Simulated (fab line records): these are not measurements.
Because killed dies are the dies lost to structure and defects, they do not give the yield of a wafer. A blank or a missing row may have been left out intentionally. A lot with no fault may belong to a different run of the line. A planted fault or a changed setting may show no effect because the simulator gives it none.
Which of the tools did it? ; flow sfq-line ; Sampling: 15 lots, 45 wafers, 4 of 325 route steps

## WHAT EACH GAUGE READ, for each wafer
SFQ_M8_OVL_MEAS_948. Usual: M8_OVL -5 nm, standard deviation 5.
lot;measured;on;M8_OVL (nm);flag
L510;day 79 03:08;overlay-01;-2 -2 -2;
L512;day 79 12:44;overlay-01;-8 -8 -3;
L513;day 79 21:08;overlay-02;-7 -1 -8;
L515;day 82 00:31;overlay-02;-2 -3 -2;
L518;day 83 20:49;overlay-01;-14 -13 -16;
L519;day 84 09:48;overlay-01;-4 -5 -10;
L520;day 85 02:44;overlay-01;-6 -8 3;
L521;day 85 07:32;overlay-02;-2 -6 -7;
L522;day 85 12:20;overlay-01;-6 0 4;
L524;day 85 14:52;overlay-01;-9 -3 -6;
L526;day 85 20:25;overlay-01;-9 -5 -11;
L528;day 86 04:21;overlay-02;-8 -2 -4;
L529;day 86 06:45;overlay-01;-10 -12 -8;
L530;day 86 09:16;overlay-02;2 0 -1;
L531;day 86 11:50;overlay-01;-7 -11 -5;

SFQ_M8_RS_MEAS_949: measures by four-point-probe. Usual: M8_AU_RS 0.1494 ohm/sq, standard deviation 0.0012.
lot;measured;on;M8_AU_RS (ohm/sq);flag
L510;day 79 03:56;film-metro-04;0.1496 0.1495 0.1481;
L512;day 79 13:33;film-metro-04;0.1509 0.1499 0.1486;
L513;day 79 21:57;film-metro-04;0.1480 0.1501 0.1488;
L515;day 82 01:21;film-metro-01;0.1473 0.1490 0.1493;
L518;day 83 21:36;film-metro-01;0.1478 0.1492 0.1494;
L519;day 84 10:35;film-metro-02;0.1504 0.1518 0.1501;
L520;day 85 03:31;film-metro-04;0.1482 0.1483 0.1490;
L521;day 85 08:19;film-metro-04;0.1517 0.1500 0.1505;
L522;day 85 13:07;film-metro-04;0.1478 0.1490 0.1471;
L524;day 85 15:39;film-metro-02;0.1478 0.1486 0.1483;
L526;day 85 21:14;film-metro-02;0.1488 0.1499 0.1504;
L528;day 86 05:08;film-metro-04;0.1481 0.1475 0.1478;
L529;day 86 07:32;film-metro-02;0.1484 0.1489 0.1488;
L530;day 86 10:03;film-metro-01;0.1500 0.1516 0.1512;
L531;day 86 12:37;film-metro-04;0.1499 0.1491 0.1509;

## WHICH TOOL RAN EACH LOT (tool, then ch and the chambers of the sampled wafers, then the start)
lot;SFQ_TRILAYER_I5_STRIP_STRIP_148;SFQ_TRILAYER_I7_VIA_LITHO_COAT_187
L510;rie-metal-03 ch 0,1, day 57 20:58;litho-track-04 ch 0, day 74 01:04
L512;rie-metal-01 ch 0,1, day 58 16:22;litho-track-01 ch 0, day 74 10:59
L513;rie-metal-01 ch 0,1, day 58 19:58;litho-track-04 ch 0, day 74 16:38
L515;rie-metal-01 ch 0,1, day 66 00:11;litho-track-01 ch 0, day 77 11:29
L518;rie-metal-01 ch 0,1, day 68 19:11;litho-track-01 ch 0, day 79 17:52
L519;rie-metal-01 ch 0,1, day 69 10:47;litho-track-01 ch 0, day 80 09:58
L520;rie-metal-03 ch 0,1, day 71 05:53;litho-track-02 ch 0, day 81 04:55
L521;rie-metal-01 ch 0,1, day 71 07:05;litho-track-01 ch 0, day 81 08:31
L522;rie-metal-04 ch 0,1, day 71 08:17;litho-track-01 ch 0, day 81 11:31
L524;rie-metal-03 ch 0,1, day 71 10:41;litho-track-02 ch 0, day 81 18:16
L526;rie-metal-03 ch 0,1, day 71 13:17;litho-track-01 ch 0, day 81 21:59
L528;rie-metal-01 ch 0,1, day 76 23:58;litho-track-01 ch 0, day 82 08:58
L529;rie-metal-01 ch 0,1, day 77 04:46;litho-track-02 ch 0, day 82 11:58
L530;rie-metal-03 ch 0,1, day 77 10:46;litho-track-02 ch 0, day 82 16:56
L531;rie-metal-04 ch 0,1, day 77 13:10;litho-track-01 ch 0, day 82 20:31
- SFQ_TRILAYER_I5_STRIP_STRIP_148: strips in O2.
- SFQ_TRILAYER_I7_VIA_LITHO_COAT_187: resist thk 650 nm.

## AS READ BY THE TOOLS THEMSELVES (means over the sampled wafers that have a number; for cases with no such wafer, the mark the record gives instead)
SFQ_TRILAYER_I5_STRIP_STRIP_148. Usual: drypump-motor-current-A 5.9 A, standard deviation 0.56; oes-product-au 1.001 a.u., standard deviation 0.0074; platen-temp-c 40.01 C, standard deviation 0.11.
lot;tool;drypump-motor-current-A (A);oes-product-au (a.u.);platen-temp-c (C);flag
L510;rie-metal-03;6.4;1.008;40.11;
L512;rie-metal-01;5.9;1.006;39.90;
L513;rie-metal-01;5.6;1.011;39.98;
L515;rie-metal-01;5.9;1.004;40.08;
L518;rie-metal-01;5.6;1.002;39.98;
L519;rie-metal-01;5.6;0.994;40.10;
L520;rie-metal-03;6.4;0.997;40.00;
L521;rie-metal-01;5.6;1.004;40.03;
L522;rie-metal-04;5.1;1.005;39.93;
L524;rie-metal-03;6.4;0.989;39.99;
L526;rie-metal-03;6.3;0.995;40.04;
L528;rie-metal-01;5.9;1.003;39.99;
L529;rie-metal-01;5.6;1.006;40.15;
L530;rie-metal-03;6.4;0.997;40.03;
L531;rie-metal-04;5.1;1.001;39.99;

SFQ_TRILAYER_I7_VIA_LITHO_COAT_187. Usual: chill-plate-temp-C 23.00 C, standard deviation 0.097; spin-speed-rpm 3000.3 rpm, standard deviation 2.
lot;tool;chill-plate-temp-C (C);spin-speed-rpm (rpm);flag
L510;litho-track-04;22.95;2999.6;
L512;litho-track-01;22.96;3000.9;
L513;litho-track-04;23.09;3000.3;
L515;litho-track-01;22.94;2998.7;
L518;litho-track-01;23.06;3001.0;
L519;litho-track-01;23.00;3000.5;
L520;litho-track-02;23.09;3003.0;
L521;litho-track-01;23.10;3000.6;
L522;litho-track-01;22.96;2999.9;
L524;litho-track-02;22.89;2997.4;
L526;litho-track-01;23.06;2652.1;OFF
L528;litho-track-01;23.04;2647.6;OFF
L529;litho-track-02;23.01;3003.3;
L530;litho-track-02;23.08;3001.8;
L531;litho-track-01;22.90;2650.0;OFF

## THE ANSWER, worked out from the rows above alone
Rule: a lot counts as off when the mean over its wafers that have a number is more than 3 standard deviations away from the usual mean. Also off: a lot with no number at a reading for which 4 or more lots have one. Where the step has rows for the other lots, those lots are counted as sound. After the gauges, taken in route order, come the tools' own readings; for these a lot's mean is taken, as printed above. At the first step where some lot is off, the reading lying furthest off is the one used; lots without a number count as furthest.
Off at SFQ_TRILAYER_I7_VIA_LITHO_COAT_187 (spin-speed-rpm): L526, L528, L531.
A tool fits if, at that step or a process step before it, it ran every lot that is off, and no sound lot after the first of them. One fits: litho-track-01 at SFQ_TRILAYER_I7_VIA_LITHO_COAT_187. A fault onset in the window from L522 (day 81 11:31, its last sound lot) to L526 (day 81 21:59, its first lot off) fits.
The tool's own readings at SFQ_TRILAYER_I7_VIA_LITHO_COAT_187 bear it out: on the lots that are off they differ by more than 5 times the standard deviation of the sound lots' means. spin-speed-rpm reads 2649.9 rpm there against 3000.6 rpm on the sound lots.

## WHAT THE SIMULATOR PUT IN
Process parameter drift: litho-track-01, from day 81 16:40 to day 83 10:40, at SFQ_TRILAYER_I7_VIA_LITHO_COAT_187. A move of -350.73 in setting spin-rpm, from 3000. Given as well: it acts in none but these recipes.
Shown lots that were struck: L526, L528, L531. The rule given above showed the same thing.
